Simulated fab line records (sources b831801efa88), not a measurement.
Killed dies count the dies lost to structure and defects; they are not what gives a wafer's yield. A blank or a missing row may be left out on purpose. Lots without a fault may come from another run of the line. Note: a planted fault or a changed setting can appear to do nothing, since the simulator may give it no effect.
fab line records	flow sky130
record: lots: 13	wafers: 39	last_day: 50
route steps=708 shown VT_ADJUST_LVTN@104 SONOS_ONO@172 PAD_OPEN@708
lots untouched by any fault: they come from a run of this same line in which no faults occurred
start_h: hours from the record's first day to the start of the lot's first wafer shown	wait_h: hours since the lot's step before	" the same as in the row above	L1.1+2: a single row standing in for several wafers	- no value, or no start was given	* or withheld: withheld	< > ~ a bound
route shown NAME@n: a module of which the file shows steps, and the number in the route of the first	usual: average and standard deviation across the fault-free wafers	same: alike in all rows	chamber/n: place in a boat	sites: readings site by site	_std_site: their standard deviation	_edge_site: inner sites' mean taken away from outer sites' mean	radius_mm: for every site, how far away it sits from the centre of the wafer	mask NAME#n: copy n	behind: the last tool/chamber to shape the wafer	hold: why the lot was held/for how many hours/how that ended	device: the n, p or np transistor that did not switch	end of line: tests of these same wafers at the route's end	for a step that has no rows: nothing shown but its recipe	killed: dies lost to structure and defects at the first sort, not the wafer's yield	map: shows each die of a wafer: x if killed, . if not, _ if none is there
set.NAME: the setting the step ran with; set.NAME@STEP: the setting that earlier step ran with	model.NAME: the simulator's own value behind a step, which no gauge read
a sample of lots followed through the steps of the route, with each step as a table and each wafer as a row
services: the hour from which a tool's chamber was out of use, counted from the record's first day as start_h (under 0 if before that day), plus the number of hours and why
== steps ==
step: SKY_VT_ADJUST_LVTN_OVL_MEAS_07
usual: VT_ADJUST_LVTN_OVL: 0.3/1.3
lot.wafer	tool	chamber	start_h	wait_h	VT_ADJUST_LVTN_OVL[nm]
L987.1	overlay-01	-	145.54	-	2.5
L987.3	"	-	"	"	2.6
L987.4	"	-	"	"	2.0
L989.3	overlay-02	-	153.60	-	2.2
L989.4	"	-	"	"	2.1
L989.6	"	-	"	"	1.4
L988.3	overlay-01	-	153.95	-	1.6
L988.4	"	-	"	"	1.5
L988.6	"	-	"	"	1.0
L990.4	overlay-01	-	161.36	-	0.6
L990.5	"	-	"	"	0.5
L990.6	"	-	"	"	-1.3
L991.4	overlay-01	-	168.11	-	0.0
L991.5	"	-	"	"	-0.5
L991.6	"	-	"	"	-0.7
L992.2	overlay-02	-	176.25	-	0.8
L992.4	"	-	"	"	0.7
L992.6	"	-	"	"	1.2
L994.1	overlay-02	-	194.09	-	-0.3
L994.4	"	-	"	"	1.3
L994.5	"	-	"	"	-2.6
L998.2	overlay-02	-	217.49	-	0.8
L998.4	"	-	"	"	3.7
L998.6	"	-	"	"	0.8
L999.2	overlay-01	-	220.84	-	1.4
L999.4	"	-	"	"	2.6
L999.6	"	-	"	"	2.0
L100.1	overlay-01	-	228.04	-	1.9
L100.2	"	-	"	"	2.4
L100.4	"	-	"	"	0.8
L107.1	overlay-01	-	273.93	-	1.4
L107.4	"	-	"	"	-0.4
L107.6	"	-	"	"	0.4
L108.1	overlay-02	-	282.13	-	-1.2
L108.3	"	-	"	"	-1.8
L108.6	"	-	"	"	-1.7
L110.2	overlay-02	-	291.10	-	2.0
L110.3	"	-	"	"	-1.0
L110.5	"	-	"	"	0.3
step: SKY_VT_ADJUST_LVTN_TW_MEAS_21
usual: VT_ADJUST_LVTN_2_TW: 188.0/1.3
lot.wafer	tool	chamber	start_h	wait_h	VT_ADJUST_LVTN_2_TW
L987.1	film_metro-02	-	167.12	0.1	187.8
L987.3	"	-	"	"	187.0
L987.4	"	-	"	"	188.2
L989.3	film_metro-02	-	175.02	0.1	186.4
L989.4	"	-	"	"	187.4
L989.6	"	-	"	"	187.8
L988.3	film_metro-01	-	175.55	0.1	188.8
L988.4	"	-	"	"	188.1
L988.6	"	-	"	"	188.1
L990.4	film_metro-02	-	182.60	0.1	186.2
L990.5	"	-	"	"	186.9
L990.6	"	-	"	"	186.5
L991.4	film_metro-01	-	189.36	0.1	187.1
L991.5	"	-	"	"	187.6
L991.6	"	-	"	"	188.7
L992.2	film_metro-04	-	198.03	0.1	188.1
L992.4	"	-	"	"	187.8
L992.6	"	-	"	"	188.1
L994.1	film_metro-01	-	216.58	0.1	189.6
L994.4	"	-	"	"	190.5
L994.5	"	-	"	"	188.1
L998.2	film_metro-04	-	241.28	0.1	185.8
L998.4	"	-	"	"	186.9
L998.6	"	-	"	"	186.1
L999.2	film_metro-04	-	244.63	0.1	187.7
L999.4	"	-	"	"	186.8
L999.6	"	-	"	"	187.3
L100.1	film_metro-01	-	251.47	0.1	190.6
L100.2	"	-	"	"	190.1
L100.4	"	-	"	"	188.5
L107.1	film_metro-04	-	299.68	0.1	187.0
L107.4	"	-	"	"	189.6
L107.6	"	-	"	"	188.3
L108.1	film_metro-01	-	307.22	0.1	190.5
L108.3	"	-	"	"	190.6
L108.6	"	-	"	"	191.0
L110.2	film_metro-01	-	317.98	0.1	187.1
L110.3	"	-	"	"	187.4
L110.5	"	-	"	"	188.5
step: SKY_SONOS_ONO_CVD_04
recipe: material: SiO2	precursor: SiH4/N2O	target_thk_nm: 5.7199	temp_c: 900	pressure_mtorr: 400
usual: pressure_mtorr: 400.0/0.86
lot.wafer	tool	chamber	start_h	wait_h	pressure_mtorr
L987.1	lpcvd-03	0	263.44	0.1	402.1
L987.3	"	0	"	"	401.2
L987.4	"	0	"	"	401.0
L988.3	lpcvd-03	1	273.28	0.0	400.2
L988.4	"	1	"	"	399.7
L988.6	"	1	"	"	399.3
L989.3	lpcvd-03	0	273.28	0.0	398.4
L989.4	"	0	"	"	399.6
L989.6	"	0	"	"	399.5
L990.4	lpcvd-03	1	278.75	0.0	400.4
L990.5	"	1	"	"	399.3
L990.6	"	1	"	"	400.5
L991.4	lpcvd-03	0	287.74	0.0	398.6
L991.5	"	0	"	"	399.0
L991.6	"	0	"	"	400.7
L992.2	lpcvd-03	1	294.90	0.0	400.1
L992.4	"	1	"	"	401.3
L992.6	"	1	"	"	400.2
L994.1	lpcvd-03	0	318.56	0.1	399.6
L994.4	"	0	"	"	399.8
L994.5	"	0	"	"	399.4
L998.2	lpcvd-03	0	344.89	0.0	480.6
L998.4	"	0	"	"	480.8
L998.6	"	0	"	"	479.6
L999.2	lpcvd-03	0	348.40	0.0	479.2
L999.4	"	0	"	"	478.1
L999.6	"	0	"	"	478.8
L100.1	lpcvd-03	0	361.74	0.1	480.0
L100.2	"	0	"	"	480.2
L100.4	"	0	"	"	480.6
L107.1	lpcvd-03	0	415.92	0.1	401.7
L107.4	"	0	"	"	401.3
L107.6	"	0	"	"	401.7
L108.1	lpcvd-03	0	422.04	0.1	400.0
L108.3	"	0	"	"	400.3
L108.6	"	0	"	"	399.5
L110.2	lpcvd-03	0	439.32	0.0	399.8
L110.3	"	0	"	"	400.5
L110.5	"	0	"	"	401.5
step: SKY_SONOS_ONO_THK_MEAS_05
recipe: reads: SiO2_of_SONOS_ONO_CVD_04
usual: SONOS_ONO_CVD_04_THK: 5.72/0.091
lot.wafer	tool	chamber	start_h	wait_h	SONOS_ONO_CVD_04_THK[nm]
L987.1	film_metro-04	-	264.69	0.0	5.78
L987.3	"	-	"	"	5.73
L987.4	"	-	"	"	5.67
L989.3	film_metro-04	-	274.55	0.0	5.65
L989.4	"	-	"	"	5.72
L989.6	"	-	"	"	5.63
L988.3	film_metro-03	-	274.57	0.0	5.62
L988.4	"	-	"	"	5.59
L988.6	"	-	"	"	5.56
L990.4	film_metro-03	-	280.03	0.0	5.79
L990.5	"	-	"	"	5.66
L990.6	"	-	"	"	5.68
L991.4	film_metro-04	-	289.02	0.0	5.61
L991.5	"	-	"	"	5.73
L991.6	"	-	"	"	5.68
L992.2	film_metro-01	-	296.16	0.0	5.54
L992.4	"	-	"	"	5.65
L992.6	"	-	"	"	5.69
L994.1	film_metro-01	-	319.81	0.0	5.68
L994.4	"	-	"	"	5.86
L994.5	"	-	"	"	5.97
L998.2	film_metro-04	-	346.15	0.0	6.31
L998.4	"	-	"	"	6.34
L998.6	"	-	"	"	6.38
L999.2	film_metro-01	-	349.66	0.0	6.40
L999.4	"	-	"	"	6.27
L999.6	"	-	"	"	6.41
L100.1	film_metro-01	-	362.99	0.0	6.49
L100.2	"	-	"	"	6.39
L100.4	"	-	"	"	6.42
L107.1	film_metro-03	-	417.17	0.0	5.60
L107.4	"	-	"	"	5.69
L107.6	"	-	"	"	5.63
L108.1	film_metro-03	-	423.29	0.0	5.71
L108.3	"	-	"	"	5.77
L108.6	"	-	"	"	5.65
L110.2	film_metro-04	-	440.65	0.1	5.66
L110.3	"	-	"	"	5.77
L110.5	"	-	"	"	5.66
step: SKY_SONOS_ONO_OVL_MEAS_14
usual: SONOS_ONO_OVL: 0.2/1.2
lot.wafer	tool	chamber	start_h	wait_h	SONOS_ONO_OVL[nm]
L987.1	overlay-02	-	289.50	0.1	0.3
L987.3	"	-	"	"	2.4
L987.4	"	-	"	"	1.2
L989.3	overlay-02	-	299.61	0.1	1.9
L989.4	"	-	"	"	-0.4
L989.6	"	-	"	"	-1.5
L988.3	overlay-01	-	299.82	0.1	1.9
L988.4	"	-	"	"	1.1
L988.6	"	-	"	"	-1.4
L990.4	overlay-02	-	305.58	0.1	0.5
L990.5	"	-	"	"	1.1
L990.6	"	-	"	"	1.6
L991.4	overlay-01	-	314.88	0.1	-0.9
L991.5	"	-	"	"	1.6
L991.6	"	-	"	"	0.5
L992.2	overlay-01	-	320.76	0.1	-1.6
L992.4	"	-	"	"	1.2
L992.6	"	-	"	"	1.0
L994.1	overlay-02	-	346.05	0.1	0.6
L994.4	"	-	"	"	0.7
L994.5	"	-	"	"	0.5
L998.2	overlay-01	-	373.48	0.1	0.2
L998.4	"	-	"	"	1.1
L998.6	"	-	"	"	1.7
L999.2	overlay-02	-	377.06	0.1	-2.0
L999.4	"	-	"	"	1.2
L999.6	"	-	"	"	0.1
L100.1	overlay-02	-	391.31	0.1	1.3
L100.2	"	-	"	"	0.5
L100.4	"	-	"	"	2.7
L107.1	overlay-01	-	448.15	0.1	1.2
L107.4	"	-	"	"	1.2
L107.6	"	-	"	"	1.2
L108.1	overlay-01	-	454.40	0.1	0.0
L108.3	"	-	"	"	-1.9
L108.6	"	-	"	"	-0.7
L110.2	overlay-01	-	471.98	0.1	-0.6
L110.3	"	-	"	"	0.6
L110.5	"	-	"	"	0.2
step: SKY_PAD_OPEN_PROBE_99
usual: killed_at_M0_to_M3: 43/6.6	killed_at_M4_up: 2.9/1.8	killed_at_contacts: 25/5.3	killed_at_front_end: 15/4.1	killed_at_other: 0.3/0.6	killed_dies: 86/8.8	killed_on_rim: 17/3.5	killed_open: 47/6.7	killed_short: 39/6.2
same: gross_dies: 492	killed_at_back_side: 0
lot.wafer	tool	chamber	start_h	wait_h	killed_at_M0_to_M3	killed_at_M4_up	killed_at_contacts	killed_at_front_end	killed_at_other	killed_dies	killed_on_rim	killed_open	killed_short
L998.2	prober-01	-	1141.71	0.1	40	0	33	19	0	92	18	50	42
L998.4	prober-01	-	1141.81	0.2	26	2	27	18	0	73	16	35	37
L998.6	prober-01	-	1141.91	0.2	35	3	28	21	1	88	17	42	46
L999.2	prober-02	-	1146.67	0.1	38	1	41	20	0	100	15	58	42
L999.4	prober-02	-	1146.77	0.2	53	3	29	22	1	108	21	50	57
L999.6	prober-02	-	1146.87	0.2	54	3	16	24	1	98	17	49	48
L100.1	prober-01	-	1154.46	0.1	42	5	28	12	0	87	14	50	37
L100.2	prober-01	-	1154.51	0.1	36	5	19	14	0	74	10	43	30
L100.4	prober-01	-	1154.61	0.2	49	6	25	16	4	100	17	46	52
L107.1	prober-02	-	1187.28	0.1	38	2	33	14	1	88	18	46	42
L107.4	prober-02	-	1187.43	0.2	36	3	23	16	0	78	15	39	39
L107.6	prober-02	-	1187.53	0.2	41	5	26	15	0	87	16	45	41
killed by level:class
L998.2 VIA1:geometric_particle:open=11 LI_CONTACT:geometric_particle:open=11 CONTACT:geometric_particle:open=11 METAL2:geometric_particle:short=9 POLY_GATE:geometric_particle:short=5 CONTACT:geometric_particle:short=4 METAL1:geometric_particle:short=4 FIELD_ISO:geometric_particle:open=3
L998.4 LI_CONTACT:geometric_particle:open=11 METAL2:geometric_particle:short=6 VIA3:geometric_particle:open=6 FIELD_ISO:geometric_particle:open=5 FIELD_ISO:geometric_particle:short=5 VIA1:geometric_particle:short=5 LOCAL_INTERCONNECT:geometric_particle:short=4 CONTACT:geometric_particle:short=4
L998.6 CONTACT:geometric_particle:open=15 VIA1:geometric_particle:open=9 METAL2:geometric_particle:short=7 FIELD_ISO:geometric_particle:short=6 CONTACT:geometric_particle:short=6 POLY_GATE:geometric_particle:short=5 METAL1:geometric_particle:short=5 FIELD_ISO:geometric_particle:open=4
L999.2 LI_CONTACT:geometric_particle:open=17 VIA1:geometric_particle:open=8 CONTACT:geometric_particle:open=8 VIA2:geometric_particle:open=7 FIELD_ISO:geometric_particle:short=6 CONTACT:geometric_particle:short=6 VIA2:geometric_particle:short=6 VIA3:geometric_particle:open=5
L999.4 VIA1:geometric_particle:open=13 METAL1:geometric_particle:short=12 CONTACT:geometric_particle:open=10 CONTACT:geometric_particle:short=7 METAL2:geometric_particle:short=7 POLY_GATE:geometric_particle:short=6 POLY_GATE:geometric_particle:open=6 FIELD_ISO:geometric_particle:open=5
L999.6 VIA1:geometric_particle:open=13 METAL1:geometric_particle:short=10 METAL2:geometric_particle:short=9 CONTACT:geometric_particle:open=8 VIA2:geometric_particle:open=8 POLY_GATE:geometric_particle:short=7 FIELD_ISO:geometric_particle:short=4 VIA3:geometric_particle:open=4
L100.1 LI_CONTACT:geometric_particle:open=13 CONTACT:geometric_particle:open=9 VIA1:geometric_particle:open=7 VIA2:geometric_particle:open=6 METAL1:geometric_particle:short=6 METAL2:geometric_particle:short=6 VIA3:geometric_particle:open=5 POLY_GATE:geometric_particle:open=4
L100.2 CONTACT:geometric_particle:open=6 VIA1:geometric_particle:open=6 VIA3:geometric_particle:open=6 LI_CONTACT:geometric_particle:open=5 VIA2:geometric_particle:open=5 POLY_GATE:geometric_particle:short=4 METAL2:geometric_particle:open=4 CONTACT:geometric_particle:short=4
L100.4 VIA2:geometric_particle:open=10 LI_CONTACT:geometric_particle:open=8 CONTACT:geometric_particle:open=8 METAL1:geometric_particle:short=8 FIELD_ISO:geometric_particle:short=7 VIA3:geometric_particle:open=6 METAL2:geometric_particle:short=5 CONTACT:geometric_particle:short=5
L107.1 CONTACT:geometric_particle:open=16 VIA1:geometric_particle:open=9 METAL2:geometric_particle:short=7 LI_CONTACT:geometric_particle:open=7 METAL1:geometric_particle:short=5 POLY_GATE:geometric_particle:short=4 LOCAL_INTERCONNECT:geometric_particle:short=4 VIA2:geometric_particle:short=4
L107.4 CONTACT:geometric_particle:open=7 VIA2:geometric_particle:open=6 VIA1:geometric_particle:open=6 VIA2:geometric_particle:short=5 LI_CONTACT:geometric_particle:open=5 VIA1:geometric_particle:short=5 LI_CONTACT:geometric_particle:short=4 VIA3:geometric_particle:open=4
L107.6 VIA1:geometric_particle:open=11 LI_CONTACT:geometric_particle:open=8 VIA2:geometric_particle:open=6 CONTACT:geometric_particle:open=6 FIELD_ISO:geometric_particle:short=5 LI_CONTACT:geometric_particle:short=5 CONTACT:geometric_particle:short=5 METAL1:geometric_particle:short=5
== services ==
tool	chamber	start_h	hours	kind
lpcvd-03	-	289.62	2.8	pm
== key ==
first_sign: step: SKY_SONOS_ONO_CVD_04	reading: pressure_mtorr	direction: up	sigmas: 93	usual: 400.0	struck: 479.7
effect: step: SKY_SONOS_ONO_THK_MEAS_05	reading: SONOS_ONO_CVD_04_THK	direction: up	sigmas: 7.2	usual: 5.72	struck: 6.38
met_at SKY_SONOS_ONO_CVD_04
struck_lots L998,L999,L100
tester_left_out L998,L999,L100
not_acting_at SKY_VT_ADJUST_LVTN_OVL_MEAS_07,SKY_VT_ADJUST_LVTN_TW_MEAS_21,SKY_SONOS_ONO_OVL_MEAS_14
onset_between 318.56 344.89
fault: kind: process_parameter_drift	tool: lpcvd-03	chamber: -	onset_h: 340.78	steps: SKY_SONOS_ONO_CVD_04	channel: pressure_mtorr	offset: 80	shape: step	end_h: 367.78	stated: 400
tester_left_out: of these lots the tester's yield and bins aren't shown, on N5 and GAA mostly nor the transistor test; their killed dies are dies lost to structure and defects alone, not to doping, threshold or leakage, so they don't give the yield
